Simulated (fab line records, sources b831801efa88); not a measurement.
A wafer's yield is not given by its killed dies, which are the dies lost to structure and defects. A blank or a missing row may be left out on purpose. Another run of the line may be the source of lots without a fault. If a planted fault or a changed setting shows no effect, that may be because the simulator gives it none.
Problem report, 8D (eight disciplines) form, completed by code -- flow sfq-line -- the parts of the form that need people (team, actions taken, sign-off) are left out

== 1. PROBLEM STATEMENT ==
At SFQ_TRILAYER_I3_VIA_LITHO_COAT_085, spin-speed-rpm averages 2804.5 rpm over 6 wafers from 2 lots, while fault-free wafers read 3000.2 rpm, standard deviation 2. That is -98 standard deviations from the usual mean.
The step: resist thk 650 nm.
Earliest sighting: wafer L881.3 on litho-track-04 at day 35 21:14. Wafers with a number at this step in the record: 18, from 6 lots. Rule for "out", or "out of limits": more than 4 standard deviations from the usual mean. The other wafers with a number count as sound.

== 2. WHAT IT IS, AND WHAT IT ISN'T ==
question,is,is not
which readings at this step,spin-speed-rpm,-
which lots,"L881, L884","L870, L876, L885, L890"
which wafers of those lots,all that have a number,-
read on which tools,litho-track-04,"litho-track-02, litho-track-03"
when,from day 35 21:14,"up to then (6 sound wafers); but 6 sound wafers of L885, L890 came after"

== 3. SUSPECTS, AND WHAT RULES EACH OUT ==
Counting: any tool at a process step up to the reading is kept as a suspect provided that every lot that is out went through it and no sound lot did after the first of them.
- litho-track-04 at SFQ_TRILAYER_I3_VIA_LITHO_COAT_085 (resist thk 650 nm): kept. It processed each lot that is out, first L881 at day 35 21:14, and no sound lot thereafter; up to then, the last sound lot it processed was L876 at day 34 09:39. Its own readings are out on those wafers: spin-speed-rpm.
The count leaves litho-track-04 at SFQ_TRILAYER_I3_VIA_LITHO_COAT_085.

== 4. THE CAUSE (what the simulator had put in) ==
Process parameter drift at SFQ_TRILAYER_I3_VIA_LITHO_COAT_085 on litho-track-04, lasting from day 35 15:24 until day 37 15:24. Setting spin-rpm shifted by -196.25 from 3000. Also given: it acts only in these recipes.
Only this tool survived the counting.

== 5. SEQUENCE OF EFFECTS, ordered by route ==
One row per reading whose mean, taken over the struck wafers that have a number, lies over 3 standard deviations from the usual. Only readings for which the record gives a usual standard deviation are gone through. hours: the time from each lot's start at the first step in this table that gives one to its start at this step, as a median over the lots. sigmas: the change in usual standard deviations.
hours,step,reading,usual,on struck wafers,change,sigmas
0,SFQ_TRILAYER_I3_VIA_LITHO_COAT_085,spin-speed-rpm,3000.2 rpm,2804.5,-195.7,-98
Here are the process steps it includes:
- SFQ_TRILAYER_I3_VIA_LITHO_COAT_085: resist thk 650 nm.
Later steps that measure or inspect, where all struck wafers having a row at the step show a number for every such reading and not one has moved that far: SFQ_I3_OVL_MEAS_923.

== 6. HOW IT WOULD HAVE BEEN CAUGHT EARLIER ==
First out-of-limits reading in this record: day 35 21:14, which is 6 hours after fault onset at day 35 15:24.
